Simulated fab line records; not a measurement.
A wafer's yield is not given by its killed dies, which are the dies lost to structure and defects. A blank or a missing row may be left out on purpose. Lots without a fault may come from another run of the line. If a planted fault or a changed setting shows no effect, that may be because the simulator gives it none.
A struck lot beside a sound one | flow sky130 | 14 out of 708 route steps
Sound: the wafers L858.1, L858.2, L858.5. Struck: wafers L850.1, L850.2, L850.6. The cause is given at the end.
For every step that has rows: the tool of each side, followed by ch and its chambers, followed by its first start. Under that, the readings that differ: sound wafers | struck wafers | difference of the means | sigmas: that difference in standard deviations of wafers without a fault.
alike: same words and numbers on both sides, and readings whose means sit less than 2 such deviations apart. not compared: any withheld reading, any reading some wafer has no value for, any bound like >300 that may hide the same value, and any number with overlapping values for which the record gives no deviation.
Wherever a step has rows on one side only, a row that says differs or no value, or a row with sigmas, the two part there. Numbers that have no deviation but don't overlap get no sigmas and don't part them. A reading that every wafer of one side lacks parts them only if that side has two wafers or more.

first, 4 steps without rows for these wafers: SKY_VT_ADJUST_LVTN_SOFTBAKE_14 (time 60 s); SKY_VT_ADJUST_LVTN_EXPOSE_15 (exposes mask HVN STD DERIVED, target cd 600 nm); SKY_VT_ADJUST_LVTN_PEB_16; SKY_VT_ADJUST_LVTN_DEVELOP_17 (develop time 60 s).
SKY_VT_ADJUST_LVTN_OVL_MEAS_18:
  sound on overlay-02 at day 12 07:21; struck on overlay-01 at day 9 19:48
  alike: VT_ADJUST_LVTN_01_OVL
following that, these wafers have no rows for 1 step: SKY_VT_ADJUST_LVTN_IMPLANT_19.
SKY_VT_ADJUST_LVTN_STRIP_20: strips in O2/N2.
  sound on plasmaAsher-04 ch 0,1, day 12 07:32; struck on plasmaAsher-04 ch 0,1, day 9 19:59
  alike: chamberPressureMTorr, drypumpMotorCurrentA, oesProductAu, stripTimeToEndpointS
  not compared: rfHoursCounterH
SKY_VT_ADJUST_LVTN_TW_MEAS_21:
  sound on filmMetro-02 at day 12 07:38; struck on filmMetro-03 at day 9 20:05
reading             | sound             | struck            | difference | sigmas
VT_ADJUST_LVTN_2_TW | 187.8 187.2 187.1 | 190.6 192.0 190.6 | +3.7       | +2
then, 4 steps without rows for these wafers: SKY_VT_ADJUST_NCORE_DEHYDRATE_00 (time 60 s); SKY_VT_ADJUST_NCORE_HMDS_01 (prime time 60 s); SKY_VT_ADJUST_NCORE_COAT_02 (resist thk 1140 nm); SKY_VT_ADJUST_NCORE_SOFTBAKE_03 (time 60 s).
SKY_VT_ADJUST_NCORE_EXPOSE_04: exposes mask LVTN COMPLEMENT THIN, target cd 380 nm.
  sound on ilineStepper-02 ch 0, day 12 19:17; struck on ilineStepper-02, day 10 07:06
  no value came back on the struck wafers for exposureDoseMJCm2, focusOffsetNm (nm); on the sound wafers exposureDoseMJCm2 reads 138.98 138.77 139.10
  alike: mask
following that, these wafers have no rows for 1 step: SKY_VT_ADJUST_NCORE_PEB_05.

## WHERE THEY PART
First at SKY_VT_ADJUST_LVTN_TW_MEAS_21; last, within this record, at SKY_VT_ADJUST_NCORE_EXPOSE_04.

WHY: what had been put in by the simulator
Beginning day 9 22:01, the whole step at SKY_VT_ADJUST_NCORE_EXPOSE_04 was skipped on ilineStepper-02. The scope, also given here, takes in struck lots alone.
